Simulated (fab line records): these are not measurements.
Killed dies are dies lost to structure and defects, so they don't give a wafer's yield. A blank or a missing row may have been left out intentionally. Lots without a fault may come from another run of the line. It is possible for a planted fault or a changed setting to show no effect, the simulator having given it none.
Problem report in the 8D (eight disciplines) form, filled by code ; flow sky130 ; the parts of the form that need people (team, actions taken, sign-off) are left out

1. WHAT WENT WRONG
Mean of stripTimeToEndpointS at SKY_RES_PROTECT_STRIP_07: 15.91 s across 6 wafers in 2 lots; on wafers with no fault it is 23.32 s (standard deviation 0.042). That is -99 or more standard deviations from the usual mean.
The step: strips in O2/N2.
The first sign was on wafer L562.2 at day 23 03:01, on plasmaAsher-01. The record has a number at this step for 33 wafers belonging to 11 lots. Rule for "out" (also "out of limits"): further than 4 standard deviations from the usual mean. All remaining wafers that have a number are taken as sound.

2. WHAT IT IS, AND WHAT IT ISN'T
question;is;is not
which readings at this step;stripTimeToEndpointS, oesProductAu;chamberPressureMTorr, drypumpMotorCurrentA, n2FlowSccm
which lots;L562, L563;L541, L542, L543, L544, L546, L549, L550, L552, L553
which wafers of those lots;all that have a number;-
read on which tools;plasmaAsher-01, plasmaAsher-04;plasmaAsher-02
when;from day 23 03:01;up to then (27 sound wafers)

3. THE SUSPECTS, EACH WITH WHAT RULES IT OUT
Counting: a tool at a process step up to the reading stays a suspect if it ran every lot that is out and no sound lot after the first of them.
- lithoTrack-02 at SKY_RES_PROTECT_COAT_02 (resist thk 1140 nm): kept. Every lot that is out went through it, starting with L562 (day 22 11:26), and after that it ran no sound lot; the last sound lot it ran before then is L552 (day 18 19:37).
Remaining after the count: lithoTrack-02 at SKY_RES_PROTECT_COAT_02.

4. THE CAUSE (what the simulator had put in)
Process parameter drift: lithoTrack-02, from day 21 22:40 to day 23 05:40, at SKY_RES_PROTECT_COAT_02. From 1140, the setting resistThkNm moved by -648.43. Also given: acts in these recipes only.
Counting left only this tool.

5. THE CHAIN OF EFFECTS, in route order
Rows list readings where the struck wafers' mean (over those with a number) sits beyond 3 standard deviations from the usual. Scope: only readings with a usual standard deviation given in the record; hours: median across lots of the time from each lot's start at the first step in this table that gives one to its start at this step; sigmas: change in usual standard deviations.
hours;step;reading;usual;on struck wafers;change;sigmas
0;SKY_RES_PROTECT_STRIP_07;oesProductAu;0.517 a.u.;0.416;-0.101;-21
0;SKY_RES_PROTECT_STRIP_07;stripTimeToEndpointS;23.32 s;15.91;-7.41;-99 or more
Process steps it contains:
- SKY_RES_PROTECT_STRIP_07: strips in O2/N2.
At these later measuring or inspecting steps, every struck wafer for which the step has a row has a number for every such reading, and none has moved that far: SKY_POLY_GATE_CD_MEAS_13, SKY_POLY_GATE_OVL_MEAS_14.

6. WHAT WOULD HAVE CAUGHT IT SOONER
28 hours passed between the start of the fault at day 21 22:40 and the first reading out of limits in this record, taken at day 23 03:01.
Tool readings at SKY_RES_PROTECT_COAT_02 with a usual standard deviation given in the record: none out on any struck wafer, hence no alarm at a limit of 4 standard deviations on them.
The start of SKY_RES_PROTECT_COAT_02 on lithoTrack-02 came by day 23 03:01 for every one of the lots that are out (2). Tool hold at that time: it would have spared none of them.
